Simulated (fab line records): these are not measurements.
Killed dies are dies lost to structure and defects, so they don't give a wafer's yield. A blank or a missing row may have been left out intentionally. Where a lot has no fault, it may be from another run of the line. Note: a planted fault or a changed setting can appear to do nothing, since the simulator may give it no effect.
Comparing a struck lot with a sound one ; flow sky130 ; 15 out of 708 route steps
Sound: the wafers L965.2, L965.3, L965.4. Wafers struck: L968.1, L968.3, L968.5. At the end, the cause is stated.
Per side, at each step with rows, come the tool, then ch with its chambers, and then its first start. Under that, the readings that differ: sound wafers ; struck wafers ; difference of the means ; sigmas: that difference in standard deviations of wafers without a fault.
alike: words and numbers the same on both sides, and readings whose means are apart by under 2 such deviations; not compared: readings that were withheld, readings missing a value for some wafer, numbers with overlapping values and no deviation given by the record, and bounds like >300 which may hide the same value.
A row with sigmas, a row that says differs or no value, or rows on one side alone: a step with any of these is where the two part. When numbers do not overlap yet have no deviation, they are printed without sigmas and do not part them. A reading missing from all wafers of one side parts the sides only when that side holds two or more wafers.

SKY_METAL4_METAL_ETCH_18: etches the open film in Cl2/BCl3, stops on SiO2, target depth 845 nm, time 183.1 s.
  sound on rie metal-03 ch 0,1, day 42 22:37; struck on rie metal-04 ch 0,1, day 43 18:22
  alike: bias w, drypump motor current A, mfc cl2 sccm, oes product au, throttle valve pct
  not compared: rf hours counter h
SKY_METAL4_STRIP_19: strips in O2/N2.
  sound on plasma asher-01 ch 0,1, day 42 22:48; struck on plasma asher-03 ch 1, day 43 18:32
  alike: drypump motor current A, oes product au, strip time to endpoint s
  not compared: rf hours counter h
then, 4 steps without rows for these wafers: SKY_METAL4_STRIP_20 (strips in post etch residue remover, time 1200 s); SKY_METAL4_CLEAN_21 (cleans in IPA, time 180 s); SKY_METAL4_CLEAN_22 (cleans in O3/DIW); SKY_VIA4_HDPCVD_00 (deposits SiO2, target thk 1750 nm, time 291.7 s).
SKY_VIA4_THK_MEAS_01:
  sound: film metro-04 at day 42 23:37; struck: film metro-02 at day 43 19:19
  alike: VIA4_HDPCVD_THK
SKY_VIA4_CMP_02: polishes SiO2.
  sound on cmp-02 ch 0,1,3, day 42 23:43; struck on cmp-02 ch 0,2,3, day 43 19:23
  alike: motor current A
SKY_VIA4_BOW_MEAS_03:
  sound: film metro-01 at day 42 23:59; struck: film metro-01 at day 43 19:41
  alike: VIA4_BOW
then, 3 steps without rows for these wafers: SKY_VIA4_DEHYDRATE_04 (time 60 s); SKY_VIA4_HMDS_05 (prime time 60 s); SKY_VIA4_COAT_06 (resist thk 1140 nm).
SKY_VIA4_SOFTBAKE_07: time 60 s.
  sound on litho track-01 ch 0, day 43 11:38; struck on litho track-01 ch 0, day 44 07:43
reading;sound;struck;difference;sigmas
run length s (s);89.13 89.40 89.42;95.24 94.96 94.94;+5.73;+36
  alike: exhaust pa
then, 1 step without rows for these wafers: SKY_VIA4_EXPOSE_08 (exposes mask VIM4, target cd 800 nm).
-- the record jumps here: 3 days lie between the struck wafers' starts before and after (it left off in module VIA4 and takes up again in module PAD_OPEN, whose first step shown is number 708 of the route) --
SKY_PAD_OPEN_PROBE_99:
  sound: prober-01 at day 46 18:50; struck: prober-02 at day 47 13:41
  alike: defect limited yield, killed_at_M0_to_M3, killed_at_M4_up, killed at contacts, killed at front end, killed at other, killed dies, killed open, killed short, sort_bin_3_pad_short, sort_bin_5_function, sort_bin_6_memory, sort n pass, sort yield pct

== WHERE THEY PART ==
Only at SKY_VIA4_SOFTBAKE_07, within this record. Later steps at which nothing parts them and some readings are alike: SKY_PAD_OPEN_PROBE_99.

WHY: what the simulator had put in
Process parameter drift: litho track-01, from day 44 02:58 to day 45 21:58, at SKY_VIA4_SOFTBAKE_07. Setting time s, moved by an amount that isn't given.
